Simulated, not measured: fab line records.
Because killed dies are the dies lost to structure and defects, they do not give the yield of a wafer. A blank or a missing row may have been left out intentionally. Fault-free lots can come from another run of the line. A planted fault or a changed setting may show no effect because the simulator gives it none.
The same fault as seen by 2 desks ; flow gf180mcu ; what lay behind the numbers comes last; until then each desk has only its own

== AT THE METROLOGY DESK ==
Lot by lot, what the gauges showed, no matter which tool ran the lot: averages of those sampled wafers that carry a number. A lot is out of limits, marked OUT, if its mean lies more than 4 standard deviations from the usual mean; the brackets give that distance.
Columns: A = MVSD_RS at GF_VT_IMPLANT_RS_MEAS_46, usual 457.2 ohm/sq
lot;first seen here;A
L600;day 7 14:12;456.5
L601;day 7 20:26;459.4
L602;day 7 22:38;456.2
L606;day 9 03:29;456.8
L607;day 9 10:55;457.9
L608;day 9 18:09;457.6
L610;day 10 10:25;457.9
L611;day 10 15:55;457.7
L616;day 12 02:41;457.9
L618;day 12 13:40;456.9
L619;day 12 21:06;457.2
L620;day 13 04:58;455.6
L621;day 13 10:05;458.5
L623;day 14 01:05;456.4
This desk's finding: nothing out of limits on any of the 14 lots.

== THE TOOL OWNER'S DESK: implanter-01 ==
GF_VT_IMPLANT_IMPLANT_30, tool's own readings: per-lot mean of the sampled wafers with a number, covering each lot this tool ran. A lot is out of limits, marked OUT, if its mean lies more than 4 standard deviations from the usual mean; the brackets give that distance.
Columns: A = beam-on-s at GF_VT_IMPLANT_IMPLANT_30, usual 10.00 s; B = tilt-deg at GF_VT_IMPLANT_IMPLANT_30, usual 7.001 degrees
lot;first seen here;A;B
L601;day 7 03:59;10.23;6.996
L606;day 8 10:23;9.93;6.994
L607;day 8 17:22;9.86;6.976
L608;day 8 23:41;10.06;6.316 (-31) OUT
L610;day 9 15:47;9.95;6.285 (-33) OUT
L619;day 12 01:03;10.07;7.005
L621;day 12 13:49;10.07;7.015
L623;day 13 04:15;10.09;7.005
Finding of this desk: L608, L610 out of limits; the first was L608 at day 8 23:41, on tilt-deg at GF_VT_IMPLANT_IMPLANT_30. L601, L606, L607, L619, L621, L623 stayed within limits.

== PUT TOGETHER ==
The tool owner's desk had the chance to raise an alarm at day 8 23:41 on L608, L610.
The metrology desk saw nothing out of limits.
The metrology desk holds a record of L608, L610, inside its limits.
The lots listed all ran GF_VT_IMPLANT_IMPLANT_30 on implanter-01.

== WHAT HAD BEEN PUT IN BY THE SIMULATOR ==
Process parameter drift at GF_VT_IMPLANT_IMPLANT_30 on implanter-01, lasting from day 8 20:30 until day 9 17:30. Setting tilt-deg shifted by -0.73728 from 7. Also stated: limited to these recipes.
Struck lots among those shown: L608, L610.
Each desk's first reading out of limits, in hours after the fault started: the tool owner's desk, 3.
